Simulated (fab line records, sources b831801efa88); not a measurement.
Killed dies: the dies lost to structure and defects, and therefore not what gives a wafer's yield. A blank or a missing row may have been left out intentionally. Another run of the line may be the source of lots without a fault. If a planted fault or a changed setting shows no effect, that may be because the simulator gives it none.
A lot that was struck, set against a sound lot ; flow gf180mcu ; 14 steps out of a route of 602
Sound: wafers L336.1, L336.3, L336.5. Wafers L346.3, L346.5, L346.6 were the ones struck. The cause is named last.
Each step with rows lists, per side, the tool, then ch with its chambers, then its first start. Under that, the readings that differ: sound wafers ; struck wafers ; difference of the means ; sigmas: that difference in standard deviations of wafers without a fault.
alike: words and numbers the same on both sides, and readings whose means are apart by under 2 such deviations; not compared: readings that were withheld, readings missing a value for some wafer, numbers with overlapping values and no deviation given by the record, and bounds like >300 which may hide the same value.
The two part at a step that has a row with sigmas, a row that says differs or no value, or rows on one side only. Numbers that don't overlap but have no deviation are shown without sigmas and don't part them. Lack of a reading on every wafer of one side parts them only where that side has two or more wafers.

first, 2 steps without rows for these wafers: GF_M1_CLEAN_19 (cleans in DIW); GF_V1_CVD_00 (deposits SiO2, target thk 600 nm, time 100 s).
GF_V1_THK_MEAS_01:
  sound on film-metro-04 at day 17 21:17; struck on film-metro-04 at day 21 13:14
  alike: V1_CVD_00_THK
GF_V1_CVD_02: deposits SiO2 from TEOS, target thk 850 nm, time 94.851 s.
  sound on pecvd-04 ch 1,2, day 17 21:20; struck on pecvd-04 ch 1,2, day 21 13:17
  alike: heater-power-w
GF_V1_THK_MEAS_03:
  sound on film-metro-02 at day 17 21:25; struck on film-metro-04 at day 21 13:22
  alike: V1_CVD_02_THK
GF_V1_CMP_04: polishes SiO2.
  sound on cmp-01 ch 1,2,3, day 17 21:45; struck on cmp-02 ch 1,2,3, day 21 13:34
  alike: motor-current-A, time-to-endpoint-s
GF_V1_BOW_MEAS_05:
  sound on film-metro-04 at day 17 22:00; struck on film-metro-04 at day 21 13:45
  alike: V1_BOW
then, 5 steps without rows for these wafers: GF_V1_DEHYDRATE_06 (time 60 s); GF_V1_HMDS_07 (prime time 60 s); GF_V1_COAT_08; GF_V1_COAT_09 (resist thk 1000 nm); GF_V1_SOFTBAKE_10 (time 60 s).
GF_V1_EXPOSE_11: exposes mask Via1, target cd 260 nm.
  struck on krf-scanner-01, day 22 01:47; sound on krf-scanner-02 ch 0, day 18 10:14
  no value came back on the struck wafers for exposure-dose-mJ-cm2, focus-offset-nm (nm); on the sound wafers exposure-dose-mJ-cm2 reads 38.04 38.03 38.07
  alike: mask
then, 1 step without rows for these wafers: GF_V1_PEB_12 (peb time 90 s).

== WHERE THEY PART ==
Within this record, at GF_V1_EXPOSE_11 only.

WHY: what had been put in by the simulator
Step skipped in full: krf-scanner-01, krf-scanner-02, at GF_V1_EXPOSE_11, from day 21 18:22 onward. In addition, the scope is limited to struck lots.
